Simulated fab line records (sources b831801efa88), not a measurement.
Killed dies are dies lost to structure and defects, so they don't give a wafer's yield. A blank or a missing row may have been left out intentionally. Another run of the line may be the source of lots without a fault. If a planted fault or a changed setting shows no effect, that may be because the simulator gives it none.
What tool caused it? | flow sky130 | 12 lots, 36 wafers sampled, at 5 steps of a route of 708

WHAT THE GAUGES READ, wafer by wafer
SKY_VIA2_CD_MEAS_12 targets a cd of 200 nm.
lot  | measured     | on        | cd nm (nm)
L472 | day 35 22:47 | cd sem-02 | 198.9 200.0 197.9
L473 | day 36 15:56 | cd sem-01 | 197.4 199.6 199.7
L474 | day 37 05:38 | cd sem-01 | 200.3 199.5 198.8
L476 | day 37 17:46 | cd sem-02 | 199.9 199.5 201.5
L477 | day 37 21:30 | cd sem-02 | 198.0 200.2 199.6
L480 | day 38 18:38 | cd sem-01 | 201.0 200.6 201.2
L483 | day 39 19:59 | cd sem-02 | 201.0 202.5 200.6
L484 | day 40 03:21 | cd sem-01 | 198.2 200.1 199.4
L485 | day 40 10:11 | cd sem-02 | 198.7 201.0 199.6
L492 | day 42 11:05 | cd sem-01 | 201.7 200.7 201.8
L494 | day 42 19:01 | cd sem-02 | 202.0 200.3 201.8
L495 | day 43 15:25 | cd sem-02 | 199.8 200.8 199.7

SKY_CAPM_THK_MEAS_01.
lot  | measured     | on            | CAPM_CVD_00_THK (nm)
L472 | day 36 00:29 | film metro-01 | 15.76 15.69 15.62
L473 | day 36 17:38 | film metro-02 | 15.58 15.78 15.92
L474 | day 37 07:41 | film metro-02 | 15.42 15.63 15.55
L476 | day 37 19:27 | film metro-02 | 15.39 15.64 15.59
L477 | day 37 23:11 | film metro-02 | 15.36 15.52 15.34
L480 | day 38 20:19 | film metro-02 | 15.50 15.32 15.37
L483 | day 39 21:53 | film metro-01 | 30.83 30.72 31.30
L484 | day 40 05:07 | film metro-02 | 15.33 15.62 15.29
L485 | day 40 12:13 | film metro-02 | 31.20 30.64 30.72
L492 | day 42 12:48 | film metro-01 | 15.43 15.22 15.68
L494 | day 42 20:46 | film metro-04 | 15.76 15.70 15.89
L495 | day 43 17:08 | film metro-01 | 15.34 15.57 15.84

SKY_CAPM_THK_MEAS_04: measures by xrf.
lot  | measured     | on            | CAPM_TIN_THK (nm)
L472 | day 36 00:47 | film metro-02 | 198.8 201.1 201.6
L473 | day 36 17:56 | film metro-04 | 204.7 203.7 204.1
L474 | day 37 07:58 | film metro-02 | 200.2 200.9 202.5
L476 | day 37 19:44 | film metro-04 | 205.0 204.0 203.0
L477 | day 37 23:28 | film metro-04 | 201.4 205.6 202.7
L480 | day 38 20:37 | film metro-01 | 201.6 202.9 204.7
L483 | day 39 22:10 | film metro-04 | 204.2 204.8 204.4
L484 | day 40 05:25 | film metro-01 | 199.2 202.0 199.2
L485 | day 40 12:31 | film metro-01 | 202.5 202.6 201.1
L492 | day 42 13:05 | film metro-02 | 201.2 201.3 200.4
L494 | day 42 21:04 | film metro-02 | 202.6 203.5 200.7
L495 | day 43 17:26 | film metro-02 | 202.8 201.7 200.7

TOOL THAT RAN EACH LOT (tool first, then ch and the chambers of the sampled wafers, then the start)
lot  | SKY_VIA2_STRIP_16                    | SKY_CAPM_CVD_00
L472 | plasma asher-01 ch 0,1, day 35 23:03 | pecvd-02 ch 0,1,2, day 36 00:28
L473 | plasma asher-02 ch 0,1, day 36 16:12 | pecvd-02 ch 0,2, day 36 17:37
L474 | plasma asher-01 ch 0,1, day 37 05:54 | pecvd-03 ch 0,1, day 37 07:40
L476 | plasma asher-01 ch 0,1, day 37 18:00 | pecvd-02 ch 0,2, day 37 19:25
L477 | plasma asher-01 ch 0,1, day 37 21:45 | pecvd-03 ch 0,1, day 37 23:08
L480 | plasma asher-03 ch 1, day 38 18:52   | pecvd-02 ch 0,2, day 38 20:17
L483 | plasma asher-03 ch 0,1, day 39 20:15 | pecvd-03 ch 0,1,2, day 39 21:00
L484 | plasma asher-02 ch 0, day 40 03:35   | pecvd-03 ch 0, day 40 05:04
L485 | plasma asher-01 ch 0,1, day 40 10:27 | pecvd-02 ch 0,1,2, day 40 12:00
L492 | plasma asher-03 ch 1, day 42 11:21   | pecvd-01 ch 0,1,2, day 42 12:47
L494 | plasma asher-03 ch 0,1, day 42 19:15 | pecvd-01 ch 0,1, day 42 20:44
L495 | plasma asher-02 ch 0,1, day 43 15:41 | pecvd-01 ch 1,2, day 43 17:06
- SKY_VIA2_STRIP_16: strips in O2/N2.
- SKY_CAPM_CVD_00: deposits SiO2, target thk 15.5 nm.

AS READ BY THE TOOLS THEMSELVES (means over the sampled wafers that have a number; for cases with no such wafer, the mark the record gives instead)
SKY_VIA2_STRIP_16.
lot  | tool            | drypump motor current A (A) | oes product au (a.u.) | strip time to endpoint s (s)
L472 | plasma asher-01 | 5.9                         | 0.404                 | 4.041
L473 | plasma asher-02 | 5.4                         | 0.403                 | 4.050
L474 | plasma asher-01 | 6.0                         | 0.393                 | 4.027
L476 | plasma asher-01 | 6.0                         | 0.399                 | 4.064
L477 | plasma asher-01 | 6.0                         | 0.399                 | 4.016
L480 | plasma asher-03 | 5.6                         | 0.395                 | 4.011
L483 | plasma asher-03 | 5.5                         | 0.396                 | 4.062
L484 | plasma asher-02 | 5.3                         | 0.399                 | 4.043
L485 | plasma asher-01 | 6.0                         | 0.397                 | 4.050
L492 | plasma asher-03 | 5.6                         | 0.398                 | 4.062
L494 | plasma asher-03 | 5.5                         | 0.396                 | 4.034
L495 | plasma asher-02 | 5.3                         | 0.400                 | 4.078

SKY_CAPM_CVD_00.
lot  | tool     | heater power w (W)
L472 | pecvd-02 | 691
L473 | pecvd-02 | 760
L474 | pecvd-03 | 853
L476 | pecvd-02 | 769
L477 | pecvd-03 | 769
L480 | pecvd-02 | 748
L483 | pecvd-03 | 776
L484 | pecvd-03 | 826
L485 | pecvd-02 | 681
L492 | pecvd-01 | 717
L494 | pecvd-01 | 752
L495 | pecvd-01 | 747

THE ANSWER, worked out from the rows above alone
Rule: the usual values come from the lots themselves. Put in order of their means at a reading, lots are off if they are a third of the lots or fewer, leave a main group of 4 or more, and stand apart from it by a gap of 3 or more times the standard deviation of the main group's means; of several such gaps the widest counts. A main group whose means are all the same, to the digits that the tables above print for the reading, isn't used. Also off: a lot with no number at a reading for which 4 or more lots have one. All remaining lots with rows at the step are treated as sound. The gauges are gone through in route order, then the tools' own readings, and for those a lot's mean is taken as printed above. The first step at which some lot is off is used, and at that step the reading that is off furthest; a lot without a number counts as furthest.
Off: L483, L485, at SKY_CAPM_THK_MEAS_01 (CAPM_CVD_00_THK). The main group has a mean of 15.55 nm with a standard deviation of 0.14.
If a tool, at a process step before that reading, ran all the lots that are off and no sound lot after the first of them, it fits. Gauges at SKY_CAPM_THK_MEAS_01: tried the same way as those tools. Not one of the candidates tried fits.

WHAT THE SIMULATOR HAD PUT IN
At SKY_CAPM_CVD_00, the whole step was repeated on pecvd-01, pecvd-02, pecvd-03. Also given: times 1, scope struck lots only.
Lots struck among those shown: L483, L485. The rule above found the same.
